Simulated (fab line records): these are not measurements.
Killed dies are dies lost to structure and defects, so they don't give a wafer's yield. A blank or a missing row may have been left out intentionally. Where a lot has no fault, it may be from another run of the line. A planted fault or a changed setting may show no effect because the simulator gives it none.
Chamber matching -- flow sky130 -- SKY_FIELD_ISO_ETCH_17 on rie si-02 has 4 sister chambers
The step etches Si in HBr/Cl2/O2, target depth 342 nm, time 97.7 s. 27 wafers are shown with their chamber, then 12 later ones without.

== WAFERS PAIRED WITH THEIR CHAMBERS ==
wafer,chamber,drypump motor current A (A),oes product au (a.u.),throttle valve pct (%)
L074.1,0,5.6,1.017,25.656
L074.2,3,5.6,1.008,25.655
L074.4,1,6.3,1.002,25.667
L075.2,3,5.6,1.029,25.652
L075.4,2,5.3,1.004,25.637
L075.5,1,6.2,1.007,25.651
L076.1,3,5.6,1.009,25.663
L076.5,3,5.6,0.999,25.642
L076.6,0,5.6,1.015,25.640
L079.1,0,5.6,1.027,25.652
L079.3,2,5.3,1.009,25.631
L079.6,0,5.6,1.042,25.621
L080.1,2,5.3,1.006,25.640
L080.4,0,5.6,1.035,25.635
L080.6,3,5.6,1.007,25.678
L081.2,0,5.6,1.016,25.647
L081.3,2,5.3,1.002,25.658
L081.5,2,5.3,1.008,25.661
L084.1,0,5.6,1.027,25.639
L084.3,3,5.6,1.000,25.661
L084.4,2,5.3,1.012,25.649
L087.2,2,5.3,1.009,25.637
L087.3,1,6.3,1.005,25.647
L087.5,3,5.6,1.020,25.636
L088.2,1,6.2,1.008,25.650
L088.3,2,5.3,1.007,25.661
L088.6,1,6.2,1.003,25.662

SIGNATURES (averages over the wafers above)
reading,chamber 0,chamber 1,chamber 2,chamber 3,scatter within a chamber
drypump motor current A,5.600,6.240,5.300,5.600,0.0228
oes product au,1.02557,1.00500,1.00713,1.01029,0.00789
throttle valve pct,25.64143,25.65540,25.64675,25.65529,0.012
Rule: a wafer lies at a distance from a chamber equal to the root of the sum of squares, over the readings, of (its reading less the chamber's mean, divided by the reading's scatter). If the next closest chamber is less than 2 further off than the closest, the wafer can't be placed; otherwise it belongs to the closest. The scatter: the root of (the sum of the squares of (reading less its chamber's mean) over the shown wafers, divided by (wafers less chambers)).

== WAFERS WHOSE CHAMBER IS MISSING ==
wafer,drypump motor current A (A),oes product au (a.u.),throttle valve pct (%)
L090.1,5.5,1.005,25.653
L090.2,6.2,1.002,25.641
L090.3,5.3,1.005,25.635
L092.2,6.3,1.001,25.659
L092.3,5.6,1.019,25.646
L092.4,5.5,1.010,25.634
L094.1,5.6,1.008,25.655
L094.3,5.6,1.007,25.654
L094.5,6.2,1.004,25.656
L096.2,5.6,1.016,25.641
L096.4,5.3,1.012,25.654
L096.5,6.2,1.011,25.658

== EACH ONE'S CHAMBER ==
wafer,from the rows above,in truth
L090.1,can't be placed: 3 or 0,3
L090.2,1,1
L090.3,2,2
L092.2,1,1
L092.3,can't be placed: 0 or 3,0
L092.4,can't be placed: 3 or 0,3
L094.1,3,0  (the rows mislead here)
L094.3,3,3
L094.5,1,1
L096.2,can't be placed: 0 or 3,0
L096.4,2,2
L096.5,1,1
Correctly placed: 7 of 12. Can't be placed from these rows: 4 (the true chamber is among the candidates in 4). 1 placed wrongly.
